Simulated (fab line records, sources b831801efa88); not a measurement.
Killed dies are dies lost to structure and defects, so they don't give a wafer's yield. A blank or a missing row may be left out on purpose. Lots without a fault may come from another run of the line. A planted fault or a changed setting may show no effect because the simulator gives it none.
fab line records | flow sfq_line
record lots=7 wafers=21 last_day=85
route steps=325 shown M3@129 I3@133
lots that met no fault: from a run of the same line without faults
start_h: hours from the record's first day to the start of the lot's first wafer shown | wait_h: hours since the lot's step before | " the same as in the row above | L1.1+2: a row that stands for several wafers | - no value, or no start given | * or withheld: withheld | < > ~ a bound
route shown NAME@n: a module of which the file shows steps, and the number in the route of the first | usual: mean/standard deviation of fault-free wafers | same: alike in all rows | chamber/n: place in a boat | sites: the reading at each site | _std_site: their standard deviation | _edge_site: outer sites' mean less inner sites' | radius_mm: how far each site lies from the wafer's centre | mask NAME#n: copy n | behind: the tool/chamber that last shaped the wafer | hold: why the lot was held/for how many hours/how that ended | device: the transistor (n, p or np) that didn't switch | end of line: the same wafers' tests at the end of the route | a step without rows: its recipe alone | killed: dies lost to structure and defects at the first sort, not the wafer's yield | map: a wafer's dies, x killed, . not, _ none there
set.NAME: the setting as run; set.NAME@STEP: as run at that earlier step | model.NAME: the simulator's own value behind a step, which no gauge read
lots at some steps of the route; a table a step, a row a wafer
services: from which hour (start_h, from the record's first day; less than 0 if before it) a tool's chamber was out of use, for how many hours, and why
## steps
# step SFQ_TRILAYER_M3_BARC_OPEN_METAL_ETCH_100
# recipe mask_material=PR chemistry=O2 target_depth_nm=125 target=BARC icp_w=600 bias_w=80 pressure_mtorr=10 time_s=41.7
# usual drypump_motor_current_A=5.7/0.46 oes_product_au=0.685/0.0051
# columns lot.wafer tool chamber start_h wait_h drypump_motor_current_A oes_product_au rf_hours_counter_h
L281.1 rie_metal-04 0 1073.69 0.0 5.8 0.683 81
L281.3 " 0 " " 5.8 0.687 -
L281.5 " 1 " " 5.5 0.679 -
L291.1 rie_metal-04 0 1141.28 0.0 5.8 0.693 92
L291.3 " 1 " " 5.4 0.688 -
L291.4 " 0 " " 5.8 0.679 -
L292.2 rie_metal-03 1 1142.48 0.0 6.0 0.682 7
L292.3 " 0 " " 5.1 0.683 -
L292.5 " 0 " " 5.1 0.686 -
L293.1 rie_metal-03 1 1144.88 0.0 6.0 0.689 8
L293.2 " 0 " " 5.1 0.686 46
L293.5 " 1 " " 6.0 0.686 -
L294.1 rie_metal-04 0 1148.48 0.0 5.8 0.696 93
L294.3 " 0 " " 5.8 0.690 -
L294.6 " 1 " " 5.5 0.676 -
L298.4 rie_metal-02 0 1161.87 0.0 6.7 0.681 -
L298.5 " 1 " " 5.5 0.675 -
L298.6 " 0 " " 6.7 0.686 -
L299.1 rie_metal-04 0 1163.05 0.0 5.8 0.690 96
L299.2 " 1 " " 5.5 0.694 72
L299.3 " 0 " " 5.8 0.694 -
# step SFQ_TRILAYER_M3_ETCH_METAL_ETCH_078
# recipe target=Nb stop_on=SiO2 mask_material=PR chemistry=Cl2/Ar target_depth_nm=240 icp_w=600 bias_w=80 pressure_mtorr=10 time_s=120
# usual drypump_motor_current_A=5.7/0.46 oes_product_au=0.894/0.008
# columns lot.wafer tool chamber start_h wait_h drypump_motor_current_A oes_product_au rf_hours_counter_h
L281.1 rie_metal-04 0 1073.75 0.0 5.8 0.881 81
L281.3 " 0 " " 5.8 0.890 -
L281.5 " 1 " " 5.5 0.897 -
L291.1 rie_metal-04 0 1141.34 0.0 5.8 0.894 92
L291.3 " 1 " " 5.5 0.887 -
L291.4 " 0 " " 5.8 0.898 -
L292.2 rie_metal-03 1 1142.54 0.0 5.9 0.890 7
L292.3 " 0 " " 5.1 0.894 -
L292.5 " 0 " " 5.1 0.895 -
L293.1 rie_metal-03 1 1144.94 0.0 6.0 0.902 8
L293.2 " 0 " " 5.1 0.890 46
L293.5 " 1 " " 6.0 0.899 -
L294.1 rie_metal-04 0 1148.54 0.0 5.8 0.885 93
L294.3 " 0 " " 5.8 0.899 -
L294.6 " 1 " " 5.5 0.909 -
L298.4 rie_metal-02 0 1161.96 0.1 6.7 0.902 -
L298.5 " 1 " " 5.4 0.897 -
L298.6 " 0 " " 6.7 0.902 -
L299.1 rie_metal-04 0 1163.11 0.0 5.8 0.897 96
L299.2 " 1 " " 5.5 0.895 72
L299.3 " 0 " " 5.8 0.907 -
# step SFQ_TRILAYER_M3_STRIP_STRIP_079
# recipe gas=O2 power_w=200 platen_temp_c=40.75 overash_fraction=0.65 chemistry=O2 pressure_mtorr=50
# usual drypump_motor_current_A=5.7/0.45 oes_product_au=0.997/0.0084
# columns lot.wafer tool chamber start_h wait_h drypump_motor_current_A oes_product_au rf_hours_counter_h
L281.1 rie_metal-04 0 1073.88 0.1 5.8 0.994 81
L281.3 " 0 " " 5.8 0.998 -
L281.5 " 1 " " 5.5 0.998 -
L291.1 rie_metal-04 0 1141.46 0.1 5.8 1.009 92
L291.3 " 1 " " 5.5 1.001 -
L291.4 " 0 " " 5.7 1.000 -
L292.2 rie_metal-03 1 1142.66 0.1 6.0 0.995 7
L292.3 " 0 " " 5.1 1.006 -
L292.5 " 0 " " 5.1 1.014 -
L293.1 rie_metal-03 1 1145.06 0.1 6.0 0.996 8
L293.2 " 0 " " 5.1 1.014 47
L293.5 " 1 " " 5.9 1.001 -
L294.1 rie_metal-04 0 1148.66 0.1 5.8 0.998 94
L294.3 " 0 " " 5.8 0.995 -
L294.6 " 1 " " 5.5 0.988 -
L298.4 rie_metal-02 0 1162.24 0.2 6.7 0.991 -
L298.5 " 1 " " 5.4 0.994 -
L298.6 " 0 " " 6.7 0.995 -
L299.1 rie_metal-04 0 1163.24 0.1 5.8 0.993 96
L299.2 " 1 " " 5.5 0.994 72
L299.3 " 0 " " 5.8 1.001 -
# step SFQ_TRILAYER_M3_STRIP_SOLV_CLEAN_080
# recipe chemistry=NMP temp_c=70 time_s=600
# step SFQ_TRILAYER_I3_DEP_PECVD_081
# recipe material=SiO2 temp_c=150 time_s=111.11 pressure_torr=2.4 rf_w=183.3 precursor=SiH4/N2O target_thk_nm=500
# step SFQ_TRILAYER_I3_CMP_CMP_082
# recipe material=SiO2 down_force_psi=3 platen_rpm=60.58 pad_velocity_m_s=0.94248
# usual motor_current_A=10.1/0.73 platen_rpm=60.58/0.04 time_to_endpoint_s=213/8.8
# columns lot.wafer tool chamber start_h wait_h motor_current_A platen_rpm time_to_endpoint_s
L281.3 cmp-01 0 1077.53 2.8 10.8 60.63 209
L281.1 " 3 1079.03 4.3 10.1 60.57 209
L281.5 " 0 " " 10.9 60.65 212
L291.1 cmp-01 2 1145.28 3.0 9.7 60.58 197
L291.4 " 3 " " 9.3 60.57 215
L291.3 " 0 " " 10.9 60.58 211
L292.2 cmp-02 1 1146.78 3.3 9.1 60.56 217
L292.3 " 0 1148.28 4.8 10.0 60.53 215
L292.5 " 1 " " 9.2 60.56 233
L293.2 cmp-02 1 1150.28 4.4 8.9 60.57 225
L293.1 " 2 " " 8.7 60.55 227
L293.5 " 0 1151.78 5.9 10.6 60.59 224
L294.1 cmp-02 0 1155.78 6.3 10.5 60.61 228
L294.3 " 1 " " 9.2 60.60 228
L294.6 " 0 1157.78 8.3 9.2 60.57 233
L298.4 cmp-02 2 1170.78 7.9 9.0 60.55 218
L298.6 " 2 1172.78 9.9 8.7 60.53 216
L298.5 " 3 " " 10.6 60.55 210
L299.3 cmp-01 0 1172.28 8.2 10.5 60.60 199
L299.2 " 1 " " 10.1 60.57 205
L299.1 " 2 " " 10.7 60.61 206
# step SFQ_I3_BOW_MEAS_922
# recipe mode=bow
# usual I3_BOW=3/7.6
# columns lot.wafer tool chamber start_h wait_h I3_BOW[um]
L281.1 film_metro-01 - 1080.53 1.0 6
L281.3 " - " " 1
L281.5 " - " " 4
L291.1 film_metro-01 - 1148.28 2.5 0
L291.3 " - " " -2
L291.4 " - " " 12
L292.2 film_metro-04 - 1149.80 2.5 15
L292.3 " - " " 17
L292.5 " - " " 12
L293.1 film_metro-01 - 1152.78 1.5 -3
L293.2 " - " " -5
L293.5 " - " " -1
L294.1 film_metro-04 - 1158.78 2.5 -7
L294.3 " - " " 5
L294.6 " - " " 2
L298.4 film_metro-04 - 1173.84 2.6 4
L298.5 " - " " 0
L298.6 " - " " 5
L299.1 film_metro-02 - 1175.28 1.5 2
L299.2 " - " " 7
L299.3 " - " " 0
# step SFQ_TRILAYER_I3_METRO_MEASURE_083
# usual thk_nm=200.1/1.1
# columns lot.wafer tool chamber start_h wait_h thk_nm
L281.1 film_metro-01 - 1080.65 0.1 200.9
L281.3 " - " " 200.8
L281.5 " - " " 200.1
L291.1 film_metro-01 - 1148.40 0.1 198.1
L291.3 " - " " 198.0
L291.4 " - " " 199.8
L292.2 film_metro-04 - 1150.10 0.3 200.1
L292.3 " - " " 201.2
L292.5 " - " " 200.2
L293.1 film_metro-01 - 1152.90 0.1 200.4
L293.2 " - " " 201.6
L293.5 " - " " 201.4
L294.1 film_metro-04 - 1158.90 0.1 201.6
L294.3 " - " " 202.1
L294.6 " - " " 200.8
L298.4 film_metro-04 - 1174.50 0.6 201.0
L298.5 " - " " 200.3
L298.6 " - " " 201.4
L299.1 film_metro-02 - 1175.40 0.1 197.8
L299.2 " - " " 198.3
L299.3 " - " " 199.0
# step SFQ_TRILAYER_I3_VIA_LITHO_COAT_090
# recipe resist=BARC spin_rpm=3000 resist_thk_nm=62
# step SFQ_TRILAYER_I3_VIA_LITHO_COAT_085
# recipe resist=KrF spin_rpm=3000 resist_thk_nm=650
# step SFQ_TRILAYER_I3_VIA_LITHO_SOFTBAKE_089
# recipe temp_c=withheld time_s=withheld resist=KrF
# step SFQ_TRILAYER_I3_VIA_LITHO_EXPOSE_086
# recipe mask_id=I3 na=0.6 source_shape=conventional sigma_outer=0.65 target_cd_nm=500 dose_mj=21.3
# step SFQ_TRILAYER_I3_VIA_LITHO_PEB_088
# recipe peb_temp_c=115 peb_time_s=60 resist=KrF
# usual chill_plate_temp_C=23.00/0.1 exhaust_pa=45.1/0.85 heater_power_total_W=79.14/0.069
# columns lot.wafer tool chamber start_h wait_h chill_plate_temp_C exhaust_pa heater_power_total_W
L281.1 litho_track-01 0 1221.37 1.0 22.86 44.9 79.22
L281.3 " 0 " " 22.89 44.2 79.21
L281.5 " 0 " " 23.00 43.9 79.09
L291.1 litho_track-02 - 1271.78 1.0 - - -
L291.3 " - " " - - -
L291.4 " - " " - - -
L292.2 litho_track-04 - 1273.92 0.8 - - -
L292.3 " - " " - - -
L292.5 " - " " - - -
L293.1 litho_track-04 - 1276.29 1.0 - - -
L293.2 " - " " - - -
L293.5 " - " " - - -
L294.1 litho_track-02 0 1283.49 1.0 23.09 45.1 79.06
L294.3 " 0 " " 23.00 45.8 79.19
L294.6 " 0 " " 23.13 44.4 79.21
L298.4 litho_track-04 0 1296.77 0.5 22.95 44.5 79.11
L298.5 " 0 " " 22.89 44.0 79.17
L298.6 " 0 " " 23.08 45.2 79.13
L299.1 litho_track-04 0 1299.09 1.0 22.96 46.4 79.21
L299.2 " 0 " " 22.77 44.0 79.20
L299.3 " 0 " " 22.91 45.7 79.21
# step SFQ_TRILAYER_I3_VIA_LITHO_DEVELOP_087
# recipe time_s=60 resist=KrF
## services
# columns tool chamber start_h hours kind
rie_metal-03 1 1075.25 - clean
film_metro-04 - 1079.31 0.8 pm
cmp-02 - 1090.93 4.0 pm
rie_metal-02 - 1093.76 2.8 pm
rie_metal-02 0 1096.82 3.3 repair
film_metro-02 - 1122.43 0.5 pm
film_metro-01 - 1132.31 0.6 pm
film_metro-01 - 1137.60 1.0 pm
film_metro-02 - 1148.89 1.4 pm
cmp-02 - 1165.97 1.3 repair
film_metro-01 - 1170.98 7.0 pm
rie_metal-03 - 1186.53 2.8 pm
film_metro-04 - 1195.97 1.4 pm
rie_metal-04 - 1200.38 0.2 repair
film_metro-02 - 1202.65 0.5 pm
cmp-02 - 1238.16 0.3 repair
film_metro-04 - 1244.19 1.0 pm
rie_metal-03 - 1249.23 1.4 pm
cmp-01 - 1258.15 4.0 pm
film_metro-02 - 1270.62 0.5 pm
film_metro-01 - 1271.54 0.4 pm
rie_metal-03 0 1285.36 17.0 repair
film_metro-04 - 1285.55 1.8 pm
rie_metal-03 1 1295.89 2.4 repair
## key
first_sign step=SFQ_TRILAYER_I3_VIA_LITHO_PEB_088 reading=tool_record direction=missing
effect none on later readings
met_at SFQ_TRILAYER_I3_VIA_LITHO_PEB_088
struck_wafers L291.1,L291.3,L291.4,L292.2,L292.3,L292.5,L293.1,L293.2,L293.5
fault kind=skipped_step_whole tool=litho_track-02,litho_track-04 chamber=- onset_h=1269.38 steps=SFQ_TRILAYER_I3_VIA_LITHO_PEB_088 scope=struck_lots_only
